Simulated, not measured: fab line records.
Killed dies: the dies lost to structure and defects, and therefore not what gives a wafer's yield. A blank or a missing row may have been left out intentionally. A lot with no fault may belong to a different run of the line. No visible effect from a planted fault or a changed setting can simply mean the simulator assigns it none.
Lot-split experiment / flow sky130 / route with 708 steps; 5 lots, 23 wafers read

ON THE SPLIT
At SKY_CONTACT_HDPCVD_02 (deposits SiO2, target thk 565 nm, time 94.2 s), the setting sih4_flow_sccm was moved away from the recipe's 60 sccm on 6 of the 23 wafers read, by -10.1% to +4.6%. For the rest of the wafers, this setting stayed at what the recipe calls for.

No step appears in the file between the split and the reading.

THE READING
CONTACT_HDPCVD_THK (nm), taken at SKY_CONTACT_THK_MEAS_03. On this fab line, fault-free wafers typically give 567 nm with a standard deviation of 6 nm.

wafer=L076.1; tool, chamber at the split=hdpcvd-01, 2; sih4_flow_sccm as run, sccm=60; against the recipe=recipe; CONTACT_HDPCVD_THK, nm=576; against lot-mates on the recipe=-
wafer=L076.2; tool, chamber at the split=hdpcvd-01, 1; sih4_flow_sccm as run, sccm=62.42; against the recipe=+4.0%; CONTACT_HDPCVD_THK, nm=598; against lot-mates on the recipe=+19
wafer=L076.3; tool, chamber at the split=hdpcvd-01, 0; sih4_flow_sccm as run, sccm=60; against the recipe=recipe; CONTACT_HDPCVD_THK, nm=581; against lot-mates on the recipe=-
wafer=L076.5; tool, chamber at the split=hdpcvd-01, 2; sih4_flow_sccm as run, sccm=60; against the recipe=recipe; CONTACT_HDPCVD_THK, nm=579; against lot-mates on the recipe=-
wafer=L076.6; tool, chamber at the split=hdpcvd-01, 1; sih4_flow_sccm as run, sccm=62.42; against the recipe=+4.0%; CONTACT_HDPCVD_THK, nm=597; against lot-mates on the recipe=+18
wafer=L080.1; tool, chamber at the split=hdpcvd-02, 1; sih4_flow_sccm as run, sccm=53.97; against the recipe=-10.1%; CONTACT_HDPCVD_THK, nm=506; against lot-mates on the recipe=-65
wafer=L080.3; tool, chamber at the split=hdpcvd-02, 2; sih4_flow_sccm as run, sccm=60; against the recipe=recipe; CONTACT_HDPCVD_THK, nm=567; against lot-mates on the recipe=-
wafer=L080.4; tool, chamber at the split=hdpcvd-02, 1; sih4_flow_sccm as run, sccm=53.97; against the recipe=-10.1%; CONTACT_HDPCVD_THK, nm=515; against lot-mates on the recipe=-56
wafer=L080.5; tool, chamber at the split=hdpcvd-02, 2; sih4_flow_sccm as run, sccm=60; against the recipe=recipe; CONTACT_HDPCVD_THK, nm=574; against lot-mates on the recipe=-
wafer=L080.6; tool, chamber at the split=hdpcvd-02, 1; sih4_flow_sccm as run, sccm=60; against the recipe=recipe; CONTACT_HDPCVD_THK, nm=571; against lot-mates on the recipe=-
wafer=L082.1; tool, chamber at the split=hdpcvd-02, 2; sih4_flow_sccm as run, sccm=62.77; against the recipe=+4.6%; CONTACT_HDPCVD_THK, nm=589; against lot-mates on the recipe=+20
wafer=L082.2; tool, chamber at the split=hdpcvd-02, 0; sih4_flow_sccm as run, sccm=60; against the recipe=recipe; CONTACT_HDPCVD_THK, nm=574; against lot-mates on the recipe=-
wafer=L082.3; tool, chamber at the split=hdpcvd-02, 1; sih4_flow_sccm as run, sccm=60; against the recipe=recipe; CONTACT_HDPCVD_THK, nm=565; against lot-mates on the recipe=-
wafer=L082.5; tool, chamber at the split=hdpcvd-02, 2; sih4_flow_sccm as run, sccm=60; against the recipe=recipe; CONTACT_HDPCVD_THK, nm=569; against lot-mates on the recipe=-
wafer=L082.6; tool, chamber at the split=hdpcvd-02, 1; sih4_flow_sccm as run, sccm=62.77; against the recipe=+4.6%; CONTACT_HDPCVD_THK, nm=592; against lot-mates on the recipe=+23
wafer=L083.4; tool, chamber at the split=hdpcvd-01, 2; sih4_flow_sccm as run, sccm=60; against the recipe=recipe; CONTACT_HDPCVD_THK, nm=568; against lot-mates on the recipe=-
wafer=L083.5; tool, chamber at the split=hdpcvd-01, 0; sih4_flow_sccm as run, sccm=60; against the recipe=recipe; CONTACT_HDPCVD_THK, nm=562; against lot-mates on the recipe=-
wafer=L083.6; tool, chamber at the split=hdpcvd-01, 1; sih4_flow_sccm as run, sccm=60; against the recipe=recipe; CONTACT_HDPCVD_THK, nm=574; against lot-mates on the recipe=-
wafer=L085.2; tool, chamber at the split=hdpcvd-01, 1; sih4_flow_sccm as run, sccm=60; against the recipe=recipe; CONTACT_HDPCVD_THK, nm=565; against lot-mates on the recipe=-
wafer=L085.3; tool, chamber at the split=hdpcvd-01, 2; sih4_flow_sccm as run, sccm=60; against the recipe=recipe; CONTACT_HDPCVD_THK, nm=570; against lot-mates on the recipe=-
wafer=L085.4; tool, chamber at the split=hdpcvd-01, 0; sih4_flow_sccm as run, sccm=60; against the recipe=recipe; CONTACT_HDPCVD_THK, nm=563; against lot-mates on the recipe=-
wafer=L085.5; tool, chamber at the split=hdpcvd-01, 1; sih4_flow_sccm as run, sccm=60; against the recipe=recipe; CONTACT_HDPCVD_THK, nm=571; against lot-mates on the recipe=-
wafer=L085.6; tool, chamber at the split=hdpcvd-01, 2; sih4_flow_sccm as run, sccm=60; against the recipe=recipe; CONTACT_HDPCVD_THK, nm=566; against lot-mates on the recipe=-

FIT RESULTS
A straight line over all 23 wafers: CONTACT_HDPCVD_THK changes by +5.8 nm for each +1% of sih4_flow_sccm; r = +0.97; the points scatter about the line by 5.5 nm.
The same after taking each lot's own level away (the mean of its wafers on the recipe; 23 wafers): +5.61 nm for each +1%; r = +0.98; scatter 3.9 nm.
On that fit, the largest move of sih4_flow_sccm shifts the reading by 56 nm.
The lots' own levels span 567.0 to 578.7 nm, that is 1.9 times the standard deviation above.
Hence the lot-to-lot level has little effect on the slope; both slopes agree.
Check: -52.6 nm against its lot-mates is what the line predicts for one of the wafers moved furthest among these (-10.1%) when that wafer is left out of the fit. It came out at -64.7 nm against them.

FURTHER SPLITS ON THESE WAFERS
Other splits were also applied to these wafers ahead of the reading. Each is held against what the fit with the lots' levels taken away leaves over:
other split on the same wafers=SKY_LOCAL_INTERCONNECT_ETCH_13 pressure_mtorr; wafers away from the commonest value=15; r with CONTACT_HDPCVD_THK (lot level and that fit taken away)=-0.20

THE WHOLE CHAIN: every reading that the file lists as answering this split, in the file's order
step=SKY_CONTACT_HDPCVD_02; what it does=deposits SiO2, target thk 565 nm, time 94.2 s; reading=SiO2_of_CONTACT_HDPCVD_02.thk_nm (the simulator's own value, which no gauge read); change (the file's fit)=+5.63 nm for each +1% of the setting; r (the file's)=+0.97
step=SKY_CONTACT_THK_MEAS_03; what it does=; reading=CONTACT_HDPCVD_THK; change (the file's fit)=+5.63 for each +1% of the setting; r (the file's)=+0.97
step=SKY_CONTACT_CMP_04; what it does=polishes SiO2; reading=time_to_endpoint_s; change (the file's fit)=withheld for each +1% of the setting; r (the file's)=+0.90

THE FILE'S OWN FIT
CONTACT_HDPCVD_THK changes by +5.63 nm for each +1% of sih4_flow_sccm, r = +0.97.
